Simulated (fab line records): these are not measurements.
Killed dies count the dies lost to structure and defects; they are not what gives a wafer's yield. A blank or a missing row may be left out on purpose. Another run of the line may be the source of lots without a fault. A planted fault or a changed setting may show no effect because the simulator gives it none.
A lot that was struck, set against a sound lot + flow sky130 + 35 steps out of a route of 708
Sound: the wafers L662.3, L662.5, L662.6. Wafers struck: L665.2, L665.3, L665.6. The cause is given at the end.
Per side, at each step with rows, come the tool, then ch with its chambers, and then its first start. Under that, the readings that differ: sound wafers + struck wafers + difference of the means + sigmas: that difference in standard deviations of wafers without a fault.
alike: readings whose means differ by less than 2 such deviations, and words and numbers that are the same on both sides. not compared: withheld readings, readings that some wafer has no value for, bounds like >300 that may hide the same value, and numbers for which the record gives no deviation and whose values overlap.
The two part at a step that has a row with sigmas, a row that says differs or no value, or rows on one side only. Numbers that don't overlap but have no deviation are shown without sigmas and don't part them. A reading missing from all wafers of one side parts the sides only when that side holds two or more wafers.

first, 6 steps without rows for these wafers: SKY_PWDE_HMDS_01 (prime time 60 s); SKY_PWDE_COAT_02 (resist thk 3000 nm); SKY_PWDE_SOFTBAKE_03; SKY_PWDE_EXPOSE_04 (exposes mask PWDEM, target cd 840 nm); SKY_PWDE_PEB_05; SKY_PWDE_DEVELOP_06 (develop time 60 s).
SKY_PWDE_OVL_MEAS_07:
  struck on overlay-02, day 5 03:56; sound on overlay-01, day 4 09:25
  alike: PWDE_OVL
then, 1 step without rows for these wafers: SKY_PWDE_IMPLANT_08.
SKY_PWDE_STRIP_09: strips in O2/N2.
  sound on plasma-asher-04 ch 0,1, day 4 09:38; struck on plasma-asher-04 ch 0,1, day 5 04:07
  alike: drypump-motor-current-A, oes-product-au, strip-time-to-endpoint-s
  not compared: rf-hours-counter-h
SKY_PWDE_TW_MEAS_10:
  struck on film-metro-02, day 5 04:14; sound on film-metro-04, day 4 09:43
| reading | sound             | struck            | difference | sigmas |
|---------|-------------------|-------------------|------------|--------|
| PWDE_TW | 378.3 378.0 378.4 | 370.6 373.3 374.0 | -5.6       | -2     |
then, 2 steps without rows for these wafers: SKY_NWELL_DEHYDRATE_03 (time 60 s); SKY_NWELL_HMDS_04 (prime time 60 s).
SKY_NWELL_COAT_05: resist thk 3000 nm.
  sound on litho-track-02 ch 0, day 4 17:43; struck on litho-track-01 ch 0, day 5 12:41
| reading                                 | sound          | struck            | difference | sigmas |
|-----------------------------------------|----------------|-------------------|------------|--------|
| model.coat_of_NWELL_COAT_05.thk-nm (nm) | 2997 2992 2985 | 755.5 756.9 755.1 | -2235.5    |        |
then, 3 steps without rows for these wafers: SKY_NWELL_SOFTBAKE_06; SKY_NWELL_EXPOSE_07 (exposes mask NWM, target cd 840 nm); SKY_NWELL_PEB_08.
SKY_NWELL_DEVELOP_09: develop time 60 s.
  sound on litho-track-04 ch 0; struck on litho-track-04 ch 0
| reading                                 | sound          | struck            | difference | sigmas |
|-----------------------------------------|----------------|-------------------|------------|--------|
| model.coat_of_NWELL_COAT_05.thk-nm (nm) | 2993 2988 2981 | 751.2 752.6 750.8 | -2235.8    |        |
SKY_NWELL_OVL_MEAS_10:
  struck on overlay-02, day 5 22:05; sound on overlay-02, day 5 03:03
| reading           | sound       | struck         | difference | sigmas |
|-------------------|-------------|----------------|------------|--------|
| NWELL_00_OVL (nm) | 1.8 2.7 0.9 | -1.9 -1.9 -1.9 | -3.7       | -3     |
then, 3 steps without rows for these wafers: SKY_NWELL_IMPLANT_11; SKY_NWELL_IMPLANT_12; SKY_NWELL_IMPLANT_13.
SKY_NWELL_STRIP_14: strips in O2/N2.
  sound on plasma-asher-01 ch 0,1, day 5 03:33; struck on plasma-asher-04 ch 0,1, day 5 22:34
| reading                      | sound             | struck            | difference | sigmas      |
|------------------------------|-------------------|-------------------|------------|-------------|
| oes-product-au (a.u.)        | 0.721 0.713 0.726 | 0.661 0.669 0.660 | -0.057     | -13         |
| strip-time-to-endpoint-s (s) | 36.89 36.82 36.73 | 10.38 10.39 10.35 | -26.44     | -99 or more |
  alike: drypump-motor-current-A
  not compared: rf-hours-counter-h
SKY_NWELL_TW_MEAS_15:
  struck on film-metro-04, day 5 22:41; sound on film-metro-02, day 5 03:38
  alike: NWELL_TW
then, 7 steps without rows for these wafers: SKY_NWELL_DEHYDRATE_16 (time 60 s); SKY_NWELL_HMDS_17 (prime time 60 s); SKY_NWELL_COAT_18 (resist thk 3000 nm); SKY_NWELL_SOFTBAKE_19; SKY_NWELL_EXPOSE_20 (exposes mask NWM COMPLEMENT, target cd 840 nm); SKY_NWELL_PEB_21; SKY_NWELL_DEVELOP_22 (develop time 60 s).
SKY_NWELL_OVL_MEAS_23:
  struck on overlay-01, day 6 18:01; sound on overlay-02, day 5 21:52
  alike: NWELL_01_OVL
then, 1 step without rows for these wafers: SKY_NWELL_IMPLANT_24.
SKY_NWELL_STRIP_25: strips in O2/N2.
  sound on plasma-asher-01 ch 0,1, day 5 22:05; struck on plasma-asher-04 ch 0,1, day 6 18:11
  alike: drypump-motor-current-A, oes-product-au, strip-time-to-endpoint-s
  not compared: rf-hours-counter-h
SKY_NWELL_TW_MEAS_26:
  struck on film-metro-02, day 6 18:32; sound on film-metro-04, day 5 22:10
| reading    | sound       | struck         | difference | sigmas      |
|------------|-------------|----------------|------------|-------------|
| NWELL_2_TW | 500 501 502 | 1093 1088 1090 | +589       | +99 or more |
  not compared: hold
SKY_PAD_OPEN_PROBE_99:
  sound wafers here have rows in the record (prober-02, day 46 22:53); struck ones have none

== WHERE THEY PART ==
First at SKY_PWDE_TW_MEAS_10; last, within this record, at SKY_PAD_OPEN_PROBE_99.

WHY: the cause the simulator had injected
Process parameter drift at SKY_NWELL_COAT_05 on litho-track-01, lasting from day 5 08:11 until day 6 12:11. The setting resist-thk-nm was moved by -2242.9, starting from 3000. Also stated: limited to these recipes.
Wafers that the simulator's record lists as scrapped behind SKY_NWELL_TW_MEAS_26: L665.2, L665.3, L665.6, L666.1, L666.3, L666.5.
